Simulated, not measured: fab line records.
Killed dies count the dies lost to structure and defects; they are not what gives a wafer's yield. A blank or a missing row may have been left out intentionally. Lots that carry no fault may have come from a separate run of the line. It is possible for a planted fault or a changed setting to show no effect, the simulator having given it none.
fab line records	flow gf180mcu	part 1 of 2: steps 1 to 25 of 33
record: lots: 5	wafers: 15	lastDay: 33
route steps=602 shown M3@418 V3@429
lots untouched by any fault: they come from a run of this same line in which no faults occurred
startH: hours from the record's first day to the start of the lot's first wafer shown	waitH: hours elapsed since this lot's preceding step	" same as the row above	L1.1+2: several wafers, shown together as one row	- either no value or no given start	* or withheld: withheld	< > ~ a bound
route shown NAME@n: names a module that has steps shown in the file, with the first one's number in the route	usual: mean/standard deviation of fault-free wafers	same: alike in all rows	chamber/n: place in a boat	sites: readings site by site	_std_site: their standard deviation	_edge_site: mean of outer sites minus mean of inner sites	radiusMm: how far each site lies from the wafer's centre	mask NAME#n: copy n	behind: the most recent tool/chamber to have shaped the wafer	hold: why the lot went on hold/how many hours it stayed there/how the hold came to an end	device: the n, p or np transistor that did not switch	end of line: at the end of the route, the tests of the same wafers	a step without rows: its recipe alone	killed: dies lost to structure and defects at the first sort, not the wafer's yield	map: dies across one wafer; x = killed, . = not, _ = none there
set.NAME: the run value of the setting; set.NAME@STEP: its run value at that earlier step	model.NAME: the simulator's own value behind a step, which no gauge read
certain route steps with their lots: each step a table, each wafer a row
services: the hour from which a tool's chamber was out of use, counted from the record's first day as startH (under 0 if before that day), plus the number of hours and why
== steps ==
step: GF_M3_COAT_09
recipe: resist: KrF	spinRpm: withheld	resistThkNm: 1000
usual: exhaustPa: 45.0/0.8
lot.wafer	tool	chamber	startH	waitH	exhaustPa
L075.1	lithoTrack-03	0	486.22	0.1	44.7
L075.2	"	0	"	"	44.8
L075.4	"	0	"	"	44.6
L077.1	lithoTrack-03	0	502.97	0.1	45.3
L077.2	"	0	"	"	44.9
L077.5	"	0	"	"	44.6
L078.1	lithoTrack-01	0	508.60	0.1	45.0
L078.4	"	0	"	"	45.6
L078.5	"	0	"	"	45.5
L084.1	lithoTrack-03	0	562.96	0.1	45.9
L084.3	"	0	"	"	45.2
L084.6	"	0	"	"	45.2
L090.2	lithoTrack-02	0	612.39	0.1	45.8
L090.3	"	0	"	"	45.1
L090.6	"	0	"	"	45.8
step: GF_M3_SOFTBAKE_10
recipe: tempC: 130	timeS: 60	resist: KrF
usual: exhaustPa: 44.9/0.81	heaterPowerTotalW: 93.05/0.06
lot.wafer	tool	chamber	startH	waitH	exhaustPa	heaterPowerTotalW
L075.1	lithoTrack-03	0	486.37	0.1	44.6	93.13
L075.2	"	0	"	"	44.0	92.93
L075.4	"	0	"	"	45.4	93.06
L077.1	lithoTrack-03	0	503.12	0.1	44.6	93.11
L077.2	"	0	"	"	44.9	93.07
L077.5	"	0	"	"	43.8	93.16
L078.1	lithoTrack-01	0	508.75	0.1	45.3	93.09
L078.4	"	0	"	"	45.1	93.06
L078.5	"	0	"	"	44.1	93.06
L084.1	lithoTrack-03	0	563.11	0.1	45.2	93.04
L084.3	"	0	"	"	45.0	93.00
L084.6	"	0	"	"	44.7	93.03
L090.2	lithoTrack-02	0	612.54	0.1	45.0	93.06
L090.3	"	0	"	"	45.8	93.03
L090.6	"	0	"	"	44.9	93.02
step: GF_M3_EXPOSE_11
recipe: maskId: Metal3	targetCdNm: 280	na: 0.68	sourceShape: conventional	sigmaOuter: 0.6	doseMj: 28
usual: reticleTempC: 22.97/0.099
lot.wafer	tool	chamber	startH	waitH	mask	reticleTempC
L075.1	krfScanner-01	0	-	-	Metal3#0	23.14
L075.2	"	0	"	"	Metal3#0	22.99
L075.4	"	0	"	"	Metal3#0	23.00
L077.1	krfScanner-02	0	-	-	Metal3#0	23.05
L077.2	"	0	"	"	Metal3#0	23.03
L077.5	"	0	"	"	Metal3#0	23.11
L078.1	krfScanner-02	0	-	-	Metal3#0	22.92
L078.4	"	0	"	"	Metal3#0	22.77
L078.5	"	0	"	"	Metal3#0	22.74
L084.1	krfScanner-02	0	-	-	Metal3#0	22.85
L084.3	"	0	"	"	Metal3#0	23.00
L084.6	"	0	"	"	Metal3#0	23.05
L090.2	krfScanner-01	0	-	-	Metal3#0	22.87
L090.3	"	0	"	"	Metal3#0	22.88
L090.6	"	0	"	"	Metal3#0	22.80
step: GF_M3_PEB_12
recipe: pebTempC: 135	pebTimeS: 90	resist: KrF
usual: exhaustPa: 45.2/0.89	heaterPowerTotalW: 85.69/0.082
lot.wafer	tool	chamber	startH	waitH	exhaustPa	heaterPowerTotalW
L075.1	lithoTrack-01	0	-	-	44.6	85.84
L075.2	"	0	"	"	45.3	85.71
L075.4	"	0	"	"	44.8	85.70
L077.1	lithoTrack-02	0	-	-	45.9	85.78
L077.2	"	0	"	"	46.4	85.60
L077.5	"	0	"	"	45.7	85.58
L078.1	lithoTrack-02	0	-	-	46.1	85.66
L078.4	"	0	"	"	44.9	85.62
L078.5	"	0	"	"	44.8	85.71
L084.1	lithoTrack-02	0	-	-	43.7	85.68
L084.3	"	0	"	"	45.2	85.72
L084.6	"	0	"	"	45.1	85.67
L090.2	lithoTrack-01	0	-	-	44.2	85.64
L090.3	"	0	"	"	44.8	85.57
L090.6	"	0	"	"	44.8	85.70
step: GF_M3_DEVELOP_13
recipe: developTimeS: 60	devTempC: 21
usual: exhaustPa: 44.8/0.82
lot.wafer	tool	chamber	startH	waitH	exhaustPa
L075.1	lithoTrack-01	0	498.40	0.2	43.7
L075.2	"	0	"	"	44.9
L075.4	"	0	"	"	44.7
L077.1	lithoTrack-02	0	514.37	0.2	45.5
L077.2	"	0	"	"	45.3
L077.5	"	0	"	"	45.0
L078.1	lithoTrack-02	0	520.62	0.2	45.0
L078.4	"	0	"	"	45.4
L078.5	"	0	"	"	46.1
L084.1	lithoTrack-02	0	574.17	0.2	44.4
L084.3	"	0	"	"	44.8
L084.6	"	0	"	"	44.4
L090.2	lithoTrack-01	0	623.18	0.2	44.3
L090.3	"	0	"	"	44.6
L090.6	"	0	"	"	46.0
step: GF_M3_CD_MEAS_14
recipe: targetCdNm: 280
usual: cdNm: 279.8/1.3
lot.wafer	tool	chamber	startH	waitH	cdNm
L075.1	cdSem-01	-	498.55	0.1	280.2
L075.2	"	-	"	"	280.3
L075.4	"	-	"	"	280.6
L077.1	cdSem-02	-	514.52	0.1	280.4
L077.2	"	-	"	"	279.6
L077.5	"	-	"	"	281.4
L078.1	cdSem-01	-	520.77	0.1	279.4
L078.4	"	-	"	"	279.9
L078.5	"	-	"	"	278.6
L084.1	cdSem-02	-	574.32	0.1	280.2
L084.3	"	-	"	"	280.2
L084.6	"	-	"	"	280.1
L090.2	cdSem-01	-	623.32	0.1	278.8
L090.3	"	-	"	"	278.7
L090.6	"	-	"	"	280.0
step: GF_M3_OVL_MEAS_15
usual: M3_OVL: 0/5.2
lot.wafer	tool	chamber	startH	waitH	M3_OVL[nm]
L075.1	overlay-01	-	498.67	0.1	4
L075.2	"	-	"	"	5
L075.4	"	-	"	"	6
L077.1	overlay-01	-	514.64	0.1	-5
L077.2	"	-	"	"	-2
L077.5	"	-	"	"	-7
L078.1	overlay-01	-	520.89	0.1	-10
L078.4	"	-	"	"	0
L078.5	"	-	"	"	-9
L084.1	overlay-02	-	574.44	0.1	1
L084.3	"	-	"	"	-6
L084.6	"	-	"	"	-7
L090.2	overlay-02	-	623.43	0.1	-1
L090.3	"	-	"	"	5
L090.6	"	-	"	"	4
step: GF_M3_METAL_ETCH_16
recipe: chemistry: Cl2/BCl3	maskMaterial: KrF	targetDepthNm: 750.8	stopOn: SiO2	pressureMtorr: 8	icpW: 800	biasW: 142.6	Cl2_flow_sccm: 80	bcl3FlowSccm: 40	timeS: 125.1
usual: chamberPressureMTorr: 8.000/0.0073	drypumpMotorCurrentA: 6.0/0.5	oesProductAu: 0.991/0.0055	throttleValvePct: 28.229/0.0092
lot.wafer	tool	chamber	startH	waitH	chamberPressureMTorr	drypumpMotorCurrentA	oesProductAu	rfHoursCounterH	throttleValvePct
L075.1	rieMetal-04	0	498.71	0.0	8.002	6.7	0.998	7	28.225
L075.2	"	1	"	"	7.998	5.4	1.001	13	28.210
L075.4	"	0	"	"	8.001	6.7	0.996	-	28.233
L077.1	rieMetal-01	1	514.67	0.0	8.000	6.1	0.986	4	28.243
L077.2	"	1	"	"	7.992	6.1	0.987	-	28.222
L077.5	"	1	"	"	8.013	6.1	0.983	-	28.240
L078.1	rieMetal-04	1	520.92	0.0	8.004	5.4	0.995	14	28.235
L078.4	"	0	"	"	7.988	6.7	0.999	-	28.231
L078.5	"	0	"	"	8.008	6.7	0.993	-	28.234
L084.1	rieMetal-01	1	574.47	0.0	8.005	6.1	0.986	5	28.228
L084.3	"	1	"	"	7.999	6.1	0.994	-	28.235
L084.6	"	0	"	"	7.992	5.5	0.991	-	28.244
L090.2	rieMetal-01	0	623.46	0.0	7.991	5.4	0.985	12	28.227
L090.3	"	0	"	"	8.009	5.4	0.993	-	28.231
L090.6	"	0	"	"	7.992	5.4	0.981	-	28.236
step: GF_M3_STRIP_17
recipe: chemistry: O2/N2	powerW: 1400	pressureMtorr: 1500	platenTempC: 250	o2FlowSccm: 3000	n2FlowSccm: 300	overashFraction: 0.5
usual: chamberPressureMTorr: 1500.1/1.4	drypumpMotorCurrentA: 5.7/0.36	heaterPowerW: 341/31	n2FlowSccm: 300.0/0.84	oesProductAu: 0.537/0.0051	stripTimeToEndpointS: 7.37/0.036
lot.wafer	tool	chamber	startH	waitH	chamberPressureMTorr	drypumpMotorCurrentA	heaterPowerW	n2FlowSccm	oesProductAu	rfHoursCounterH	stripTimeToEndpointS
L075.1	plasmaAsher-02	0	498.84	0.1	1498.5	5.8	377	300.4	0.542	7	7.36
L075.2	"	1	"	"	1499.4	5.5	374	300.0	0.533	7	7.34
L075.4	"	1	"	"	1498.9	5.5	359	299.9	0.536	-	7.32
L077.1	plasmaAsher-02	1	514.93	0.2	1500.3	5.5	354	299.4	0.540	8	7.36
L077.2	"	0	"	"	1498.5	5.8	367	301.4	0.539	8	7.38
L077.5	"	1	"	"	1500.4	5.5	367	298.6	0.540	-	7.36
L078.1	plasmaAsher-04	1	521.05	0.1	1500.0	6.2	290	299.6	0.535	89	7.37
L078.4	"	0	"	"	1500.5	5.6	355	301.8	0.535	-	7.37
L078.5	"	0	"	"	1502.1	5.6	349	301.2	0.536	-	7.37
L084.1	plasmaAsher-04	0	574.60	0.1	1500.9	5.6	346	300.1	0.536	95	7.42
L084.3	"	0	"	"	1498.4	5.6	352	300.5	0.531	-	7.44
L084.6	"	1	"	"	1501.3	6.2	282	301.3	0.535	-	7.44
L090.2	plasmaAsher-04	0	623.59	0.1	1502.1	5.6	347	299.8	0.529	101	7.39
L090.3	"	0	"	"	1502.4	5.6	343	299.7	0.540	-	7.38
L090.6	"	0	"	"	1499.1	5.6	355	299.1	0.534	-	7.42
step: GF_M3_STRIP_18
recipe: chemistry: postEtchResidueRemover	timeS: 1200	tempC: 72.5
lot.wafer	tool	chamber	startH	waitH
L075.1+2+4	wetBench-02	1	498.94	0.1
L077.1+2+5	wetBench-03	1	515.03	0.1
L078.1+4+5	wetBench-03	2	521.15	0.1
L084.1+3+6	wetBench-03	1	574.70	0.1
L090.2+3+6	wetBench-04	0	623.69	0.1
step: GF_M3_CLEAN_19
recipe: chemistry: DIW	dry: n2Spin
lot.wafer	tool	chamber	startH	waitH
L075.1+2+4	wetBench-02	3	499.28	0.0
L077.1+2+5	wetBench-02	1	515.37	0.0
L078.1+4+5	wetBench-02	0	521.50	0.0
L084.1+3+6	wetBench-02	2	575.05	0.0
L090.2+3+6	wetBench-03	2	624.03	0.0
step: GF_V3_CVD_00
recipe: material: SiO2	targetThkNm: 600	sigmaOpenFrac: 0.3	tempC: 400	timeS: 100	sih4FlowSccm: 60	pressureMtorr: 6
lot.wafer	tool	chamber	startH	waitH
L075.1+2+4	hdpcvd-02	0,2,2	499.37	0.0
L077.1+2+5	hdpcvd-02	1,0,2	515.47	0.0
L078.1+4+5	hdpcvd-01	0,2,1	521.59	0.0
L084.1+3+6	hdpcvd-01	0,1,1	575.14	0.0
L090.2+3+6	hdpcvd-01	0,1,2	624.12	0.0
step: GF_V3_THK_MEAS_01
recipe: reads: SiO2_of_V3_CVD_00
usual: V3_CVD_00_THK: 600/5.2
lot.wafer	tool	chamber	startH	waitH	V3_CVD_00_THK[nm]
L075.1	filmMetro-01	-	499.44	0.0	606
L075.2	"	-	"	"	603
L075.4	"	-	"	"	607
L077.1	filmMetro-01	-	515.55	0.0	603
L077.2	"	-	"	"	603
L077.5	"	-	"	"	602
L078.1	filmMetro-01	-	521.66	0.0	592
L078.4	"	-	"	"	596
L078.5	"	-	"	"	600
L084.1	filmMetro-01	-	575.21	0.0	602
L084.3	"	-	"	"	596
L084.6	"	-	"	"	590
L090.2	filmMetro-03	-	624.20	0.0	600
L090.3	"	-	"	"	598
L090.6	"	-	"	"	604
step: GF_V3_CVD_02
recipe: material: SiO2	targetThkNm: 850	precursor: TEOS	tempC: 400	timeS: 94.851	rfW: 600
usual: heaterPowerW: 624/73
lot.wafer	tool	chamber	startH	waitH	heaterPowerW
L075.1	pecvd-03	2	499.50	0.1	626
L075.2	"	0	"	"	737
L075.4	"	1	"	"	633
L077.1	pecvd-03	2	515.61	0.1	734
L077.2	"	1	"	"	599
L077.5	"	0	"	"	710
L078.1	pecvd-03	0	521.72	0.1	639
L078.4	"	2	"	"	706
L078.5	"	1	"	"	668
L084.1	pecvd-04	2	575.27	0.1	638
L084.3	"	1	"	"	626
L084.6	"	2	"	"	709
L090.2	pecvd-03	0	624.25	0.0	639
L090.3	"	2	"	"	680
L090.6	"	1	"	"	635
step: GF_V3_THK_MEAS_03
recipe: reads: SiO2_of_V3_CVD_02
usual: V3_CVD_02_THK: 850/12
lot.wafer	tool	chamber	startH	waitH	V3_CVD_02_THK[nm]
L075.1	filmMetro-03	-	499.57	0.0	835
L075.2	"	-	"	"	841
L075.4	"	-	"	"	851
L077.1	filmMetro-02	-	515.68	0.0	832
L077.2	"	-	"	"	829
L077.5	"	-	"	"	849
L078.1	filmMetro-02	-	521.79	0.0	847
L078.4	"	-	"	"	861
L078.5	"	-	"	"	853
L084.1	filmMetro-03	-	575.34	0.0	849
L084.3	"	-	"	"	853
L084.6	"	-	"	"	865
L090.2	filmMetro-01	-	624.33	0.0	852
L090.3	"	-	"	"	842
L090.6	"	-	"	"	857
step: GF_V3_CMP_04
recipe: material: SiO2	downForcePsi: 4	platenRpm: 60	padVelocityMS: 0.94248
usual: motorCurrentA: 12.2/1.1	slurryFilterDpKPa: 13.50/0.14	timeToEndpointS: 81/5.5
lot.wafer	tool	chamber	startH	waitH	motorCurrentA	slurryFilterDpKPa	timeToEndpointS
L075.1	cmp-01	2	499.63	0.1	13.8	13.56	75
L075.2	"	3	"	"	11.2	13.54	79
L075.4	"	1	"	"	12.5	13.66	83
L077.2	cmp-02	1	515.84	0.1	10.5	13.34	71
L077.1	"	2	"	"	11.9	13.50	72
L077.5	"	3	"	"	14.6	13.68	74
L078.1	cmp-02	0	521.90	0.1	11.5	13.53	76
L078.4	"	2	"	"	12.5	13.49	78
L078.5	"	3	"	"	14.2	13.51	80
L084.1	cmp-02	1	575.45	0.1	10.7	13.40	81
L084.3	"	3	"	"	13.4	13.58	78
L084.6	"	0	"	"	11.9	13.27	89
L090.3	cmp-02	1	624.43	0.1	10.6	13.31	75
L090.2	"	2	"	"	11.9	13.43	81
L090.6	"	0	"	"	11.1	13.24	80
step: GF_V3_BOW_MEAS_05
recipe: mode: bow
usual: V3_BOW: 118/7.9
lot.wafer	tool	chamber	startH	waitH	V3_BOW[um]
L075.1	filmMetro-03	-	499.93	0.2	115
L075.2	"	-	"	"	125
L075.4	"	-	"	"	117
L077.1	filmMetro-01	-	516.04	0.1	124
L077.2	"	-	"	"	130
L077.5	"	-	"	"	124
L078.1	filmMetro-01	-	522.15	0.2	109
L078.4	"	-	"	"	114
L078.5	"	-	"	"	111
L084.1	filmMetro-02	-	575.70	0.2	117
L084.3	"	-	"	"	134
L084.6	"	-	"	"	121
L090.2	filmMetro-02	-	624.70	0.2	115
L090.3	"	-	"	"	108
L090.6	"	-	"	"	115
step: GF_V3_DEHYDRATE_06
recipe: tempC: 200	timeS: 60
usual: exhaustPa: 44.9/0.94	heaterPowerTotalW: 160.35/0.13
lot.wafer	tool	chamber	startH	waitH	exhaustPa	heaterPowerTotalW
L075.1	lithoTrack-04	0	511.05	11.1	43.9	160.45
L075.2	"	0	"	"	45.6	160.34
L075.4	"	0	"	"	45.0	160.21
L077.1	lithoTrack-02	0	527.27	11.2	45.0	160.23
L077.2	"	0	"	"	44.2	160.19
L077.5	"	0	"	"	45.8	160.35
L078.1	lithoTrack-02	0	533.07	10.9	44.6	160.46
L078.4	"	0	"	"	43.7	160.20
L078.5	"	0	"	"	43.5	160.35
L084.1	lithoTrack-03	0	585.41	9.7	44.4	160.53
L084.3	"	0	"	"	45.8	160.14
L084.6	"	0	"	"	45.1	160.46
L090.2	lithoTrack-04	0	633.72	9.0	46.6	160.36
L090.3	"	0	"	"	44.9	160.56
L090.6	"	0	"	"	45.5	160.39
step: GF_V3_HMDS_07
recipe: primeTimeS: 60	primeTempC: 120
usual: exhaustPa: 45.0/0.88
lot.wafer	tool	chamber	startH	waitH	exhaustPa
L075.1	lithoTrack-04	0	511.20	0.1	45.2
L075.2	"	0	"	"	45.6
L075.4	"	0	"	"	45.1
L077.1	lithoTrack-02	0	527.42	0.1	46.0
L077.2	"	0	"	"	45.5
L077.5	"	0	"	"	45.1
L078.1	lithoTrack-02	0	533.22	0.1	44.7
L078.4	"	0	"	"	43.8
L078.5	"	0	"	"	44.3
L084.1	lithoTrack-03	0	585.56	0.1	45.2
L084.3	"	0	"	"	44.3
L084.6	"	0	"	"	44.1
L090.2	lithoTrack-04	0	633.87	0.1	44.9
L090.3	"	0	"	"	44.4
L090.6	"	0	"	"	45.4
step: GF_V3_COAT_08
recipe: resist: BARC	tempC: withheld	timeS: withheld	spinRpm: withheld	resistThkNm: withheld
usual: exhaustPa: 44.9/0.98
lot.wafer	tool	chamber	startH	waitH	exhaustPa
L075.1	lithoTrack-04	0	511.35	0.1	44.2
L075.2	"	0	"	"	45.4
L075.4	"	0	"	"	43.7
L077.1	lithoTrack-02	0	527.57	0.1	45.1
L077.2	"	0	"	"	45.0
L077.5	"	0	"	"	45.1
L078.1	lithoTrack-02	0	533.37	0.1	43.6
L078.4	"	0	"	"	45.5
L078.5	"	0	"	"	46.2
L084.1	lithoTrack-03	0	585.71	0.1	45.5
L084.3	"	0	"	"	46.0
L084.6	"	0	"	"	46.3
L090.2	lithoTrack-04	0	634.02	0.1	44.8
L090.3	"	0	"	"	46.4
L090.6	"	0	"	"	44.3
step: GF_V3_COAT_09
recipe: resist: KrF	spinRpm: withheld	resistThkNm: 986.9
usual: exhaustPa: 45.1/0.84
lot.wafer	tool	chamber	startH	waitH	exhaustPa
L075.1	lithoTrack-04	0	-	-	44.6
L075.2	"	0	"	"	45.8
L075.4	"	0	"	"	44.7
L077.1	lithoTrack-02	0	-	-	44.6
L077.2	"	0	"	"	44.0
L077.5	"	0	"	"	45.2
L078.1	lithoTrack-02	0	-	-	46.0
L078.4	"	0	"	"	43.8
L078.5	"	0	"	"	44.1
L084.1	lithoTrack-03	0	-	-	44.4
L084.3	"	0	"	"	45.6
L084.6	"	0	"	"	44.6
L090.2	lithoTrack-04	0	-	-	45.1
L090.3	"	0	"	"	45.2
L090.6	"	0	"	"	46.5
step: GF_V3_SOFTBAKE_10
recipe: tempC: 130	timeS: 60	resist: KrF
usual: exhaustPa: 45.1/0.99	heaterPowerTotalW: 93.05/0.063
lot.wafer	tool	chamber	startH	waitH	exhaustPa	heaterPowerTotalW
L075.1	lithoTrack-04	0	-	-	46.0	93.16
L075.2	"	0	"	"	45.5	93.01
L075.4	"	0	"	"	46.2	93.03
L077.1	lithoTrack-02	0	-	-	45.0	92.96
L077.2	"	0	"	"	45.7	93.03
L077.5	"	0	"	"	44.3	93.12
L078.1	lithoTrack-02	0	-	-	43.1	93.01
L078.4	"	0	"	"	43.3	93.00
L078.5	"	0	"	"	44.5	92.97
L084.1	lithoTrack-03	0	-	-	44.6	93.04
L084.3	"	0	"	"	45.1	93.12
L084.6	"	0	"	"	45.7	93.01
L090.2	lithoTrack-04	0	-	-	44.8	92.93
L090.3	"	0	"	"	44.4	93.07
L090.6	"	0	"	"	45.4	93.08
step: GF_V3_EXPOSE_11
recipe: maskId: Via3	targetCdNm: 260	na: 0.68	sourceShape: conventional	sigmaOuter: 0.6	doseMj: 38
usual: reticleTempC: 23.03/0.098
lot.wafer	tool	chamber	startH	waitH	mask	reticleTempC
L075.1	krfScanner-01	0	-	-	Via3#0	23.00
L075.2	"	0	"	"	Via3#0	22.95
L075.4	"	0	"	"	Via3#0	23.05
L077.1	krfScanner-01	0	-	-	Via3#0	23.00
L077.2	"	0	"	"	Via3#0	23.05
L077.5	"	0	"	"	Via3#0	23.05
L078.1	krfScanner-02	0	-	-	Via3#0	22.98
L078.4	"	0	"	"	Via3#0	23.03
L078.5	"	0	"	"	Via3#0	22.84
L084.1	krfScanner-02	0	-	-	Via3#0	23.18
L084.3	"	0	"	"	Via3#0	22.92
L084.6	"	0	"	"	Via3#0	22.95
L090.2	krfScanner-01	0	-	-	Via3#0	23.03
L090.3	"	0	"	"	Via3#0	23.13
L090.6	"	0	"	"	Via3#0	23.14
step: GF_V3_PEB_12
recipe: pebTempC: 135	pebTimeS: 90	resist: KrF
usual: exhaustPa: 45.2/0.83	heaterPowerTotalW: 85.70/0.085
lot.wafer	tool	chamber	startH	waitH	exhaustPa	heaterPowerTotalW
L075.1	lithoTrack-04	0	-	-	45.4	85.62
L075.2	"	0	"	"	44.9	85.68
L075.4	"	0	"	"	44.7	85.60
L077.1	lithoTrack-04	0	-	-	45.2	85.82
L077.2	"	0	"	"	45.0	85.62
L077.5	"	0	"	"	44.6	85.63
L078.1	lithoTrack-03	0	-	-	44.7	85.62
L078.4	"	0	"	"	46.3	85.77
L078.5	"	0	"	"	44.2	85.55
L084.1	lithoTrack-02	0	-	-	45.4	85.80
L084.3	"	0	"	"	45.8	85.66
L084.6	"	0	"	"	44.6	85.63
L090.2	lithoTrack-04	0	-	-	45.7	85.79
L090.3	"	0	"	"	46.8	85.66
L090.6	"	0	"	"	45.0	85.81
step: GF_V3_DEVELOP_13
recipe: developTimeS: 60	resist: KrF	devTempC: 21
usual: exhaustPa: 44.7/0.87
lot.wafer	tool	chamber	startH	waitH	exhaustPa
L075.1	lithoTrack-04	0	522.95	0.2	44.5
L075.2	"	0	"	"	45.2
L075.4	"	0	"	"	44.6
L077.1	lithoTrack-04	0	538.50	0.2	44.1
L077.2	"	0	"	"	44.5
L077.5	"	0	"	"	45.0
L078.1	lithoTrack-03	0	544.57	0.2	44.5
L078.4	"	0	"	"	44.8
L078.5	"	0	"	"	46.4
L084.1	lithoTrack-02	0	596.57	0.2	45.3
L084.3	"	0	"	"	44.1
L084.6	"	0	"	"	43.9
L090.2	lithoTrack-04	0	644.07	0.2	44.5
L090.3	"	0	"	"	44.7
L090.6	"	0	"	"	46.5
